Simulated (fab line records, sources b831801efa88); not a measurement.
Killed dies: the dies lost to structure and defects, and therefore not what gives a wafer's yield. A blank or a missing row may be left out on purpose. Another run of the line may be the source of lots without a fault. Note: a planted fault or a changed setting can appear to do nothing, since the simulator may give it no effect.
fab line records | flow sky130
record lots=15 wafers=45 last-day=50
route steps=708 shown METAL1@437 VIA1@469
lots that met no fault: from a run of the same line without faults
start-h: hours from the record's opening day to when the first of the lot's shown wafers began | wait-h: time in hours since the lot's previous step | " the same as in the row above | L1.1+2: several wafers, shown together as one row | - no value, or no start was given | * or withheld: withheld | < > ~ a bound
route shown NAME@n: a module of which the file shows steps, and the number in the route of the first | usual: mean and standard deviation over wafers with no fault | same: alike in all rows | chamber/n: place in a boat | sites: per-site readings | _std_site: how widely they spread, as a standard deviation | _edge_site: outer sites' mean less inner sites' | radius-mm: for every site, how far away it sits from the centre of the wafer | mask NAME#n: copy n | behind: the tool/chamber that last shaped the wafer | hold: the reason the lot was held/the length of the hold in hours/how it ended | device: whichever transistor did not switch (one of n, p or np) | end of line: the same wafers' tests at the end of the route | step lacking rows: just its recipe | killed: at the first sort, the dies lost to defects and structure; wafer yield is something else | map: a wafer's dies, x killed, . not, _ none there
set.NAME: the run value of the setting; set.NAME@STEP: its run value at that earlier step | model.NAME: the simulator's own value behind a step, which no gauge read
steps of the route over a sample of lots; a table a step, a row a wafer
services: from which hour (start-h, from the record's first day; less than 0 if before it) a tool's chamber was out of use, for how many hours, and why
## steps
# step SKY_METAL1_SPUTTER_03
# recipe material=Ti target-thk-nm=5 power-w=3000 time-s=3.3 chamber-pressure-pa=0.4
# usual throttle-valve-pct=29.9/1.2
# columns lot.wafer tool chamber start-h wait-h throttle-valve-pct
L789.1 pvd-sputter-02 - 752.62 0.0 31.4
L789.2 " - " " 29.8
L789.3 " - " " 29.1
L790.1 pvd-sputter-01 - 755.70 0.0 31.6
L790.2 " - " " 29.7
L790.4 " - " " 30.5
L791.3 pvd-sputter-04 - 760.70 0.0 28.9
L791.5 " - " " 29.0
L791.6 " - " " 28.3
L793.2 pvd-sputter-02 - 774.29 0.0 29.5
L793.4 " - " " 29.9
L793.5 " - " " 30.2
L792.1 pvd-sputter-02 - 784.90 0.0 29.9
L792.3 " - " " 29.4
L792.4 " - " " 31.4
L794.2 pvd-sputter-04 - 798.52 0.0 28.6
L794.4 " - " " 28.4
L794.5 " - " " 32.0
L795.1 pvd-sputter-04 - 804.67 0.0 28.3
L795.3 " - " " 31.7
L795.6 " - " " 28.7
L797.3 pvd-sputter-01 - 819.26 0.0 30.4
L797.4 " - " " 30.1
L797.6 " - " " 28.6
L798.3 pvd-sputter-04 - 834.21 0.0 29.0
L798.4 " - " " 28.7
L798.6 " - " " 28.3
L799.1 pvd-sputter-02 - 835.55 0.0 31.4
L799.5 " - " " 30.0
L799.6 " - " " 31.2
L800.1 pvd-sputter-04 - 838.55 0.0 28.9
L800.2 " - " " 32.0
L800.6 " - " " 28.4
L801.1 pvd-sputter-02 - 844.85 0.0 29.8
L801.2 " - " " 31.5
L801.6 " - " " 29.4
L803.1 pvd-sputter-02 - 847.64 0.0 29.2
L803.4 " - " " 30.1
L803.5 " - " " 30.1
L810.1 pvd-sputter-04 - 898.06 0.0 28.8
L810.3 " - " " 28.5
L810.5 " - " " 28.7
L811.2 pvd-sputter-02 - 917.92 0.0 31.4
L811.3 " - " " 30.1
L811.5 " - " " 31.3
# step SKY_METAL1_OVL_MEAS_16
# usual METAL1_OVL=3/5.2
# columns lot.wafer tool chamber start-h wait-h METAL1_OVL[nm]
L789.1 overlay-01 - 778.97 0.1 10
L789.2 " - " " 5
L789.3 " - " " 11
L790.1 overlay-02 - 782.72 0.1 5
L790.2 " - " " 10
L790.4 " - " " 10
L791.3 overlay-02 - 788.02 0.1 -7
L791.5 " - " " -6
L791.6 " - " " -3
L793.2 overlay-02 - 800.39 0.1 13
L793.4 " - " " 7
L793.5 " - " " 9
L792.1 overlay-02 - 810.83 0.1 -2
L792.3 " - " " 0
L792.4 " - " " 0
L794.2 overlay-01 - 822.88 0.1 5
L794.4 " - " " 3
L794.5 " - " " 8
L795.1 overlay-02 - 828.22 0.1 11
L795.3 " - " " 7
L795.6 " - " " 7
L797.3 overlay-02 - 846.17 0.1 11
L797.4 " - " " 3
L797.6 " - " " 4
L798.3 overlay-02 - 859.92 0.1 -1
L798.4 " - " " 3
L798.6 " - " " 1
L799.1 overlay-01 - 862.06 0.1 6
L799.5 " - " " 3
L799.6 " - " " 3
L800.1 overlay-01 - 864.53 0.1 -1
L800.2 " - " " -3
L800.6 " - " " -8
L801.1 overlay-02 - 871.21 0.1 5
L801.2 " - " " 3
L801.6 " - " " 0
L803.1 overlay-02 - 874.03 0.1 10
L803.4 " - " " -1
L803.5 " - " " 8
L810.1 overlay-02 - 922.88 0.1 0
L810.3 " - " " 10
L810.5 " - " " 3
L811.2 overlay-02 - 942.51 0.1 11
L811.3 " - " " 4
L811.5 " - " " 2
# step SKY_VIA1_DEVELOP_11
# recipe develop-time-s=60 resist=KrF-thick dev-temp-c=21
# usual chill-plate-temp-C=22.99/0.096 develop-time-s=60/0
# columns lot.wafer tool chamber start-h wait-h chill-plate-temp-C develop-time-s
L789.1 litho-track-03 0 806 - 22.85 60
L789.2 " 0 " " 23.01 60
L789.3 " 0 " " 22.85 60
L790.1 litho-track-03 0 810 - 22.90 60
L790.2 " 0 " " 23.03 60
L790.4 " 0 " " 23.03 60
L791.3 litho-track-03 0 814 - 23.08 60
L791.5 " 0 " " 23.08 60
L791.6 " 0 " " 23.07 60
L793.2 litho-track-02 0 825 - 22.95 60
L793.4 " 0 " " 22.88 60
L793.5 " 0 " " 22.94 60
L792.1 litho-track-01 0 838 - 22.98 60
L792.3 " 0 " " 23.04 60
L792.4 " 0 " " 22.93 60
L794.2 litho-track-03 0 850 - 22.94 60
L794.4 " 0 " " 22.99 60
L794.5 " 0 " " 22.90 60
L795.1 litho-track-01 0 854 - 23.26 60
L795.3 " 0 " " 23.11 60
L795.6 " 0 " " 23.30 60
L797.3 litho-track-01 0 873 - 22.97 60
L797.4 " 0 " " 23.25 60
L797.6 " 0 " " 23.02 60
L798.3 litho-track-01 0 886 - 22.93 60
L798.4 " 0 " " 22.96 60
L798.6 " 0 " " 22.99 60
L799.1 litho-track-03 0 888 - 23.10 60
L799.5 " 0 " " 22.98 60
L799.6 " 0 " " 23.23 60
L800.1 litho-track-02 - 890 - - -
L800.2 " - " " - -
L800.6 " - " " - -
L801.1 litho-track-02 - 897 - - -
L801.2 " - " " - -
L801.6 " - 898 - - -
L803.1 litho-track-02 - 900 - - -
L803.4 " - " " - -
L803.5 " - " " - -
L810.1 litho-track-01 0 948 - 23.04 60
L810.3 " 0 " " 23.08 60
L810.5 " 0 " " 22.98 60
L811.2 litho-track-03 0 967 - 23.05 60
L811.3 " 0 " " 23.09 60
L811.5 " 0 " " 23.16 60
# step SKY_VIA1_SPUTTER_20
# recipe material=TiN target-thk-nm=20 chamber-pressure-pa=5 power-w=4000 time-s=80
# usual throttle-valve-pct=29.9/1.2
# columns lot.wafer tool chamber start-h wait-h throttle-valve-pct
L789.1 pvd-sputter-03 - 807.10 0.0 30.7
L789.2 " - " " 28.0
L789.3 " - " " 29.6
L790.1 pvd-sputter-04 - 811.05 0.0 29.1
L790.2 " - " " 28.5
L790.4 " - " " 28.2
L791.3 pvd-sputter-03 - 815.15 0.0 30.7
L791.5 " - " " 31.0
L791.6 " - " " 30.9
L793.2 pvd-sputter-03 - 826.24 0.0 28.1
L793.4 " - " " 31.1
L793.5 " - " " 31.2
L792.1 pvd-sputter-03 - 839.02 0.0 30.9
L792.3 " - " " 28.1
L792.4 " - " " 31.0
L794.2 pvd-sputter-03 - 851.69 0.0 28.1
L794.4 " - " " 30.8
L794.5 " - " " 31.3
L795.1 pvd-sputter-03 - 855.78 0.0 28.3
L795.3 " - " " 31.0
L795.6 " - " " 31.0
L797.3 pvd-sputter-03 - 874.68 0.0 30.8
L797.4 " - " " 28.3
L797.6 " - " " 29.5
L798.3 pvd-sputter-01 - 887.67 0.0 29.6
L798.4 " - " " 29.8
L798.6 " - " " 31.5
L799.1 pvd-sputter-04 - 889.79 0.0 29.1
L799.5 " - " " 28.7
L799.6 " - " " 28.3
L800.1 pvd-sputter-01 - 891.93 0.0 28.2
L800.2 " - " " 30.4
L800.6 " - " " 30.9
L801.1 pvd-sputter-01 - 898.95 0.0 28.3
L801.2 " - " " 29.9
L801.6 " - " " 31.5
L803.1 pvd-sputter-04 - 901.72 0.0 28.5
L803.4 " - " " 31.7
L803.5 " - " " 31.5
L810.1 pvd-sputter-03 - 949.38 0.0 29.9
L810.3 " - " " 31.1
L810.5 " - " " 29.7
L811.2 pvd-sputter-01 - 968.63 0.0 29.6
L811.3 " - " " 31.5
L811.5 " - " " 29.5
## services
# columns tool chamber start-h hours kind
pvd-sputter-01 - 742.84 2.4 repair
pvd-sputter-04 - 783.67 8.1 repair
pvd-sputter-03 - 789.45 3.3 repair
pvd-sputter-01 - 831.39 9.1 repair
pvd-sputter-01 - 837.31 6.6 repair
pvd-sputter-01 - 854.90 13.0 repair
pvd-sputter-04 - 883.74 1.3 repair
litho-track-01 - 925.28 - consumable-replace:filter
pvd-sputter-03 - 951.90 0.8 repair
pvd-sputter-04 - 953.45 2.4 repair
pvd-sputter-03 - 964.66 6.2 repair
## key
first-sign step=SKY_VIA1_DEVELOP_11 reading=tool-record direction=missing
effect none on later readings
met-at SKY_VIA1_DEVELOP_11
struck-lots L800,L801,L803
later-rows-left-out L800.1,L800.2,L800.6,L801.1,L801.2,L801.6,L803.1,L803.4,L803.5
sort-left-out L800.1,L800.2,L800.6,L801.1,L801.2,L801.6,L803.1,L803.4,L803.5
not-acting-at SKY_METAL1_SPUTTER_03,SKY_METAL1_OVL_MEAS_16,SKY_VIA1_SPUTTER_20
onset-between 825 890
fault kind=skipped-step-whole tool=litho-track-02 chamber=- onset-h=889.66 steps=SKY_VIA1_DEVELOP_11 scope=struck-lots-only
# sort-left-out: the simulated sort isn't trusted on such a fault, so these wafers' sort isn't shown, and their yield isn't known
# later-rows-left-out: the simulator's readings of these wafers behind a module that went badly wrong aren't trusted and aren't shown, but for the sort
